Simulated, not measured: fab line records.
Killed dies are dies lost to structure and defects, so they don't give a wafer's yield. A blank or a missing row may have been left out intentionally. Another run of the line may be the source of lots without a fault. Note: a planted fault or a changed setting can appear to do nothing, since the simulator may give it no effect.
Problem report, 8D (eight disciplines) form, completed by code -- flow gf180mcu -- the parts of the form that need people (team, actions taken, sign-off) are left out

== 1. WHAT IS WRONG ==
Wafers free of any fault read 50.1 nm (standard deviation 0.7) for SAB_CVD_00_THK at GF_SAB_THK_MEAS_01, against a mean of 55.8 nm on 2 wafers of 2 lots. Relative to the usual mean, that is a shift of +8.1 standard deviations.
First seen on wafer L315.3, day 17 17:46, on film metro-02. Wafers with a number at this step in the record: 42, from 14 lots. The rule behind "out" and "out of limits": a value lying over 4 standard deviations away from the usual mean. The rest of the wafers with a number are treated as sound.

== 2. WHAT THIS IS AND IS NOT ==
question,is,is not
which readings at this step,SAB_CVD_00_THK,-
which lots,"L315, L316","L305, L306, L307, L312, L313, L314, L320, L323, L324, L326, L327, L328"
which wafers of those lots,"L315.3, L316.3","L315.4, L315.5, L316.2, L316.5"
read on which gauges,"film metro-02, film metro-04",film metro-01
when,from day 17 17:46,"up to then (20 sound wafers); but 20 sound wafers of L316, L320, L323, L324, L326, L327, L328 came after"

== 3. THE SUSPECTS, EACH WITH WHAT RULES IT OUT ==
Counting: if a tool at a process step up to the reading ran every lot that is out, it stays a suspect. Sound lots after the first of them don't rule it out here, since some wafers of a struck lot are sound.
- the gauge at GF_SAB_THK_MEAS_01: ruled out. Those wafers that are out were read across 2 gauges (film metro-02, film metro-04).
- pecvd-01 at GF_SAB_CVD_00 (deposits SiO2 from TEOS, target thk 50 nm, time 4.9302 s): kept. Ran every lot that is out, first one L315 (day 17 17:43); last sound lot up to then L314 (day 17 11:38).
After counting, what remains is pecvd-01 at GF_SAB_CVD_00.

== 4. THE CAUSE (what the simulator had put in) ==
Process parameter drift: pecvd-01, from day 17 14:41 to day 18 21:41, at GF_SAB_CVD_00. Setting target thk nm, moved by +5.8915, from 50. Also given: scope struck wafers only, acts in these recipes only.
This tool alone remained once counting was done.

== 5. THE CHAIN OF EFFECTS, in route order ==
Each row: a reading where the mean over the struck wafers with a number is more than 3 standard deviations away from the usual. Readings are gone through only where the record gives a usual standard deviation; hours: the median, over the lots, of the time from a lot's start at the first step in this table giving one to that lot's start at this step; sigmas: the change measured in usual standard deviations.
hours,step,reading,usual,on struck wafers,change,sigmas
0,GF_SAB_THK_MEAS_01,SAB_CVD_00_THK,50.1 nm,55.8,+5.7,+8.1

== 6. HOW IT WOULD HAVE BEEN CAUGHT EARLIER ==
3 hours passed between the start of the fault at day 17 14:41 and the first reading out of limits at a measuring or inspecting step in this record, taken at day 17 17:46.
No tool reading at GF_SAB_CVD_00 that has a usual standard deviation in the record was out on any struck wafer, so an alarm limit of 4 standard deviations on those readings would not have fired.
Lots out: 2; of these, L316 started GF_SAB_CVD_00 on pecvd-01 after day 17 17:46. Putting the tool on hold at that point would have spared it.
